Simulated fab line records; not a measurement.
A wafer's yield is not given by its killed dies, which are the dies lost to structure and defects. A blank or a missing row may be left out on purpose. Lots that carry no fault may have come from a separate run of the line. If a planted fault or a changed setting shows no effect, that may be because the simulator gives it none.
Which of the tools did it? | flow gf180mcu | 36 wafers from 12 lots sampled at 5 of the route's 602 steps

## WHAT EACH GAUGE READ, for each wafer
GF_V5_THK_MEAS_03. Usual: V5_CVD_02_THK typically reads 1453 nm, with standard deviation 19.
lot  | measured     | on            | V5_CVD_02_THK (nm) | flag
L463 | day 26 17:28 | film_metro-03 | 1440 1444 1462     |
L464 | day 26 20:25 | film_metro-01 | 1429 1468 1464     |
L465 | day 27 10:51 | film_metro-01 | 1463 1460 1478     |
L466 | day 27 13:38 | film_metro-04 | 1426 1446 1475     |
L468 | day 28 11:01 | film_metro-01 | 1435 1431 1446     |
L470 | day 28 13:18 | film_metro-04 | 1423 1446 1428     |
L471 | day 29 06:34 | film_metro-04 | 1457 1458 1474     |
L474 | day 29 14:37 | film_metro-01 | 1459 1472 1489     |
L475 | day 30 10:02 | film_metro-03 | 1472 1475 1490     |
L479 | day 31 03:13 | film_metro-03 | 498 1431 517       | OFF
L478 | day 31 05:50 | film_metro-01 | 1419 1463 494      | OFF
L480 | day 31 14:23 | film_metro-04 | 1425 1480 1475     |

## WHAT TOOL EACH LOT RAN ON (gives the tool, then ch and the chambers of the sampled wafers, and finally the start)
lot  | GF_V4_ETCH_17                                 | GF_V4_CVD_23                  | GF_MIM_SPUTTER_02            | GF_V5_CVD_02
L463 | rie_diel-02 ch 1,2, day 24 20:56 or earlier   | cvd_w-02 ch 0,1, day 24 20:56 | pvd_sputter-01, day 24 21:39 | pecvd-03 ch 0,2, day 26 17:21
L464 | rie_diel-01 ch 2,3, day 25 00:26 or earlier   | cvd_w-02 ch 0,1, day 25 00:26 | pvd_sputter-01, day 25 01:10 | pecvd-03 ch 0,2, day 26 20:19
L465 | rie_diel-01 ch 0,2,3, day 25 14:52 or earlier | cvd_w-01 ch 0,1, day 25 14:52 | pvd_sputter-02, day 25 15:35 | pecvd-03 ch 0,1,2, day 27 10:44
L466 | rie_diel-02 ch 1,2,3, day 25 17:25 or earlier | cvd_w-01 ch 0,1, day 25 17:25 | pvd_sputter-02, day 25 18:08 | pecvd-03 ch 0,1, day 27 13:31
L468 | rie_diel-02 ch 1,2,3, day 26 15:43 or earlier | cvd_w-02 ch 0,1, day 26 15:43 | pvd_sputter-01, day 26 16:26 | pecvd-04 ch 0,2, day 28 10:55
L470 | rie_diel-03 ch 1,2, day 26 19:02 or earlier   | cvd_w-02 ch 0,1, day 26 19:02 | pvd_sputter-02, day 26 19:45 | pecvd-04 ch 0,1, day 28 13:11
L471 | rie_diel-03 ch 0,1, day 27 14:11 or earlier   | cvd_w-01 ch 0,1, day 27 14:11 | pvd_sputter-02, day 27 14:55 | pecvd-04 ch 1,2, day 29 06:26
L474 | rie_diel-03 ch 1,2, day 27 21:42 or earlier   | cvd_w-02 ch 0,1, day 27 21:42 | pvd_sputter-02, day 27 22:25 | pecvd-03 ch 0,2, day 29 14:29
L475 | rie_diel-02 ch 0,3, day 28 17:37 or earlier   | cvd_w-02 ch 0,1, day 28 17:37 | pvd_sputter-03, day 28 18:35 | pecvd-03 ch 0,1,2, day 30 09:56
L479 | rie_diel-01 ch 0,1,2, day 29 12:23 or earlier | cvd_w-01 ch 0,1, day 29 12:23 | pvd_sputter-02, day 29 13:07 | pecvd-03 ch 0,1, day 31 03:06
L478 | rie_diel-03 ch 0,1, day 29 14:57 or earlier   | cvd_w-02 ch 0,1, day 29 14:57 | pvd_sputter-01, day 29 15:40 | pecvd-03 ch 0,1, day 31 05:43
L480 | rie_diel-03 ch 0,1,3, day 29 23:43 or earlier | cvd_w-01 ch 0,1, day 29 23:43 | pvd_sputter-01, day 30 00:26 | pecvd-04 ch 0,1,2, day 31 14:17
- GF_V4_ETCH_17: etches SiO2 in C4F8/O2/Ar, stops on TiN, target depth 630 nm.
- GF_V4_CVD_23: deposits W, target thk 350 nm, time 104.9 s.
- GF_MIM_SPUTTER_02: material AlCu, target thk 450 nm, time 23.9 s.
- GF_V5_CVD_02: deposits SiO2 from TEOS, target thk 1450 nm, time 163.28 s.

## WHAT THE TOOLS THEMSELVES READ (means of the sampled wafers that have a number; where no wafer has one, the mark that the record gives instead)
GF_V4_ETCH_17. Usual: oes_product_au 0.856 a.u., standard deviation 0.0045; rf_fwd_power_W 1492 W, standard deviation 5.4.
lot  | tool        | oes_product_au (a.u.) | rf_fwd_power_W (W) | flag
L463 | rie_diel-02 | 0.860                 | 1483               |
L464 | rie_diel-01 | 0.857                 | 1493               |
L465 | rie_diel-01 | 0.855                 | 1490               |
L466 | rie_diel-02 | 0.859                 | 1488               |
L468 | rie_diel-02 | 0.853                 | 1493               |
L470 | rie_diel-03 | 0.856                 | 1485               |
L471 | rie_diel-03 | 0.856                 | 1489               |
L474 | rie_diel-03 | 0.858                 | 1494               |
L475 | rie_diel-02 | 0.855                 | 1492               |
L479 | rie_diel-01 | 0.863                 | 1491               |
L478 | rie_diel-03 | 0.856                 | 1494               |
L480 | rie_diel-03 | 0.856                 | 1492               |

GF_V4_CVD_23. Usual: heater_power_outer_w 521 W, standard deviation 91; heater_power_w 834 W, standard deviation 110.
lot  | tool     | heater_power_outer_w (W) | heater_power_w (W) | flag
L463 | cvd_w-02 | 491                      | 803                |
L464 | cvd_w-02 | 499                      | 799                |
L465 | cvd_w-01 | 497                      | 815                |
L466 | cvd_w-01 | 498                      | 801                |
L468 | cvd_w-02 | 581                      | 903                |
L470 | cvd_w-02 | 574                      | 902                |
L471 | cvd_w-01 | 499                      | 804                |
L474 | cvd_w-02 | 574                      | 901                |
L475 | cvd_w-02 | 574                      | 897                |
L479 | cvd_w-01 | 501                      | 813                |
L478 | cvd_w-02 | 589                      | 888                |
L480 | cvd_w-01 | 505                      | 814                |

GF_MIM_SPUTTER_02. Usual: throttle_valve_pct 30.1 %, standard deviation 1.6.
lot  | tool           | throttle_valve_pct (%) | flag
L463 | pvd_sputter-01 | 30.0                   |
L464 | pvd_sputter-01 | 30.3                   |
L465 | pvd_sputter-02 | 30.1                   |
L466 | pvd_sputter-02 | 29.3                   |
L468 | pvd_sputter-01 | 29.3                   |
L470 | pvd_sputter-02 | 29.8                   |
L471 | pvd_sputter-02 | 30.5                   |
L474 | pvd_sputter-02 | 30.6                   |
L475 | pvd_sputter-03 | 29.7                   |
L479 | pvd_sputter-02 | 31.0                   |
L478 | pvd_sputter-01 | 30.7                   |
L480 | pvd_sputter-01 | 29.3                   |

GF_V5_CVD_02. Usual: heater_power_outer_w 361 W, standard deviation 90; heater_power_w 641 W, standard deviation 120; rf_fwd_power_W 598.2 W, standard deviation 1.8.
lot  | tool     | heater_power_outer_w (W) | heater_power_w (W) | rf_fwd_power_W (W) | flag
L463 | pecvd-03 | 421                      | 726                | 597.6              |
L464 | pecvd-03 | 444                      | 748                | 597.8              |
L465 | pecvd-03 | 427                      | 750                | 599.0              |
L466 | pecvd-03 | 350                      | 625                | 599.5              |
L468 | pecvd-04 | 327                      | 565                | 600.8              |
L470 | pecvd-04 | 340                      | 579                | 598.4              |
L471 | pecvd-04 | 276                      | 523                | 598.6              |
L474 | pecvd-03 | 467                      | 793                | 598.4              |
L475 | pecvd-03 | 357                      | 650                | 598.4              |
L479 | pecvd-03 | 356                      | 644                | 597.7              |
L478 | pecvd-03 | 313                      | 581                | 598.7              |
L480 | pecvd-04 | 357                      | 626                | 599.2              |

## THE ANSWER, worked out from the rows above alone
Rule: lot off if the mean of its wafers having a number is beyond 3 standard deviations from the usual mean. A lot without any number at a reading at which 4 lots or more have one is off too. Any other lot the step has rows for is counted as sound. First the gauges in route order, then the tools' own readings, where a lot's mean is used as printed above. At the first step where some lot is off, the reading lying furthest off is the one used; lots without a number count as furthest.
Off: L479, L478, at GF_V5_THK_MEAS_03 (V5_CVD_02_THK).
A tool fits if, at a process step before that reading, it ran every lot that is off, and no sound lot after the first of them. Those tools and the gauges at GF_V5_THK_MEAS_03 are tried in the same way. With no start given for some of its lots, GF_V4_ETCH_17 uses the hours and lot order of GF_V4_CVD_23. One fits: pecvd-03 at GF_V5_CVD_02. A fault onset in the window from L475 (day 30 09:56, its last sound lot) to L479 (day 31 03:06, its first lot off) fits.

## WHAT HAD BEEN PUT IN BY THE SIMULATOR
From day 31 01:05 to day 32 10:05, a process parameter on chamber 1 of pecvd-03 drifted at GF_V5_CVD_02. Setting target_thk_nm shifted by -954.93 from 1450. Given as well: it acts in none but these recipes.
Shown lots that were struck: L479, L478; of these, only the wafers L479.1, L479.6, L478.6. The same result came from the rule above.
